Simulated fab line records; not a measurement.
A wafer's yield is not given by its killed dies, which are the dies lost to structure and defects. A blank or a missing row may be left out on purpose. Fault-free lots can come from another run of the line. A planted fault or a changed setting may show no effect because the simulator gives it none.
Split-lot experiment :: flow sky130 :: 23 wafers read from 5 lots, route of 708 steps

THE SPLIT ITSELF
At SKY_VIA4_SPUTTER_17 (material TiN, target thk 20 nm, time 80 s), the setting timeS was moved away from the recipe's 80 s on 6 of the 23 wafers read, by -9.2% to -7.0%. For the rest of the wafers, this setting stayed at what the recipe calls for.

Reading taken at the split's own step.

THE READING
TiN_of_VIA4_SPUTTER_17.thkNm (the simulator's own value, which no gauge read), in nm, at SKY_VIA4_SPUTTER_17 (material TiN, target thk 20 nm, time 80 s). There is no usual value for it anywhere in the file. Average 19.96 nm, standard deviation 0.2 nm, over the 17 wafers here run with the recipe.

wafer: L077.1
tool, chamber at the split: pvdSputter-03, -
timeS as run, s: 80
against the recipe: recipe
TiN_of_VIA4_SPUTTER_17.thkNm, nm: 19.73
against lot-mates on the recipe: -

wafer: L077.4
tool, chamber at the split: pvdSputter-03, -
timeS as run, s: 80
against the recipe: recipe
TiN_of_VIA4_SPUTTER_17.thkNm, nm: 19.78
against lot-mates on the recipe: -

wafer: L077.5
tool, chamber at the split: pvdSputter-03, -
timeS as run, s: 80
against the recipe: recipe
TiN_of_VIA4_SPUTTER_17.thkNm, nm: 19.97
against lot-mates on the recipe: -

wafer: L079.1
tool, chamber at the split: pvdSputter-03, -
timeS as run, s: 80
against the recipe: recipe
TiN_of_VIA4_SPUTTER_17.thkNm, nm: 20.15
against lot-mates on the recipe: -

wafer: L079.2
tool, chamber at the split: pvdSputter-03, -
timeS as run, s: 80
against the recipe: recipe
TiN_of_VIA4_SPUTTER_17.thkNm, nm: 19.97
against lot-mates on the recipe: -

wafer: L079.4
tool, chamber at the split: pvdSputter-03, -
timeS as run, s: 80
against the recipe: recipe
TiN_of_VIA4_SPUTTER_17.thkNm, nm: 19.9
against lot-mates on the recipe: -

wafer: L079.5
tool, chamber at the split: pvdSputter-03, -
timeS as run, s: 74.39
against the recipe: -7.0%
TiN_of_VIA4_SPUTTER_17.thkNm, nm: 18.81
against lot-mates on the recipe: -1.20

wafer: L079.6
tool, chamber at the split: pvdSputter-03, -
timeS as run, s: 74.39
against the recipe: -7.0%
TiN_of_VIA4_SPUTTER_17.thkNm, nm: 18.9
against lot-mates on the recipe: -1.11

wafer: L082.1
tool, chamber at the split: pvdSputter-02, -
timeS as run, s: 72.65
against the recipe: -9.2%
TiN_of_VIA4_SPUTTER_17.thkNm, nm: 18.12
against lot-mates on the recipe: -2.01

wafer: L082.2
tool, chamber at the split: pvdSputter-02, -
timeS as run, s: 80
against the recipe: recipe
TiN_of_VIA4_SPUTTER_17.thkNm, nm: 20.39
against lot-mates on the recipe: -

wafer: L082.4
tool, chamber at the split: pvdSputter-02, -
timeS as run, s: 80
against the recipe: recipe
TiN_of_VIA4_SPUTTER_17.thkNm, nm: 19.77
against lot-mates on the recipe: -

wafer: L082.5
tool, chamber at the split: pvdSputter-02, -
timeS as run, s: 80
against the recipe: recipe
TiN_of_VIA4_SPUTTER_17.thkNm, nm: 20.22
against lot-mates on the recipe: -

wafer: L082.6
tool, chamber at the split: pvdSputter-02, -
timeS as run, s: 72.65
against the recipe: -9.2%
TiN_of_VIA4_SPUTTER_17.thkNm, nm: 18.22
against lot-mates on the recipe: -1.91

wafer: L083.1
tool, chamber at the split: pvdSputter-03, -
timeS as run, s: 73.89
against the recipe: -7.6%
TiN_of_VIA4_SPUTTER_17.thkNm, nm: 18.46
against lot-mates on the recipe: -1.52

wafer: L083.2
tool, chamber at the split: pvdSputter-03, -
timeS as run, s: 73.89
against the recipe: -7.6%
TiN_of_VIA4_SPUTTER_17.thkNm, nm: 18.67
against lot-mates on the recipe: -1.31

wafer: L083.3
tool, chamber at the split: pvdSputter-03, -
timeS as run, s: 80
against the recipe: recipe
TiN_of_VIA4_SPUTTER_17.thkNm, nm: 20.21
against lot-mates on the recipe: -

wafer: L083.4
tool, chamber at the split: pvdSputter-03, -
timeS as run, s: 80
against the recipe: recipe
TiN_of_VIA4_SPUTTER_17.thkNm, nm: 19.66
against lot-mates on the recipe: -

wafer: L083.6
tool, chamber at the split: pvdSputter-03, -
timeS as run, s: 80
against the recipe: recipe
TiN_of_VIA4_SPUTTER_17.thkNm, nm: 20.08
against lot-mates on the recipe: -

wafer: L085.1
tool, chamber at the split: pvdSputter-02, -
timeS as run, s: 80
against the recipe: recipe
TiN_of_VIA4_SPUTTER_17.thkNm, nm: 19.92
against lot-mates on the recipe: -

wafer: L085.2
tool, chamber at the split: pvdSputter-02, -
timeS as run, s: 80
against the recipe: recipe
TiN_of_VIA4_SPUTTER_17.thkNm, nm: 19.82
against lot-mates on the recipe: -

wafer: L085.4
tool, chamber at the split: pvdSputter-02, -
timeS as run, s: 80
against the recipe: recipe
TiN_of_VIA4_SPUTTER_17.thkNm, nm: 20.04
against lot-mates on the recipe: -

wafer: L085.5
tool, chamber at the split: pvdSputter-02, -
timeS as run, s: 80
against the recipe: recipe
TiN_of_VIA4_SPUTTER_17.thkNm, nm: 20
against lot-mates on the recipe: -

wafer: L085.6
tool, chamber at the split: pvdSputter-02, -
timeS as run, s: 80
against the recipe: recipe
TiN_of_VIA4_SPUTTER_17.thkNm, nm: 19.76
against lot-mates on the recipe: -

FIT RESULTS
A straight line over all 23 wafers: TiN_of_VIA4_SPUTTER_17.thkNm changes by +0.183 nm for each +1% of timeS; r = +0.96; the points scatter about the line by 0.19 nm.
The same after taking each lot's own level away (the mean of its wafers on the recipe; 23 wafers): +0.193 nm for each +1%; r = +0.97; scatter 0.18 nm.
On that fit, the largest move of timeS shifts the reading by 1.8 nm.
The span of the lots' own levels, 19.827 to 20.127 nm, comes to 1.5 times the standard deviation stated above.
Hence the lot-to-lot level has little effect on the slope; both slopes agree.
Check: for one of the wafers moved furthest among these (-9.2%), held out of the fit, the line's prediction against its lot-mates is -1.7 nm. It came out at -2.01 nm against them.

FURTHER SPLITS ON THESE WAFERS
Note: prior to the reading, these wafers also went through further splits. Each is held against what the fit with the lots' levels taken away leaves over:
other split on the same wafers: SKY_VIA4_HDPCVD_00 timeS
wafers away from the commonest value: 8
r with TiN_of_VIA4_SPUTTER_17.thkNm (lot level and that fit taken away): +0.20

THE FILE'S OWN FIT
TiN_of_VIA4_SPUTTER_17.thkNm changes by +0.193 nm for each +1% of timeS, r = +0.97.
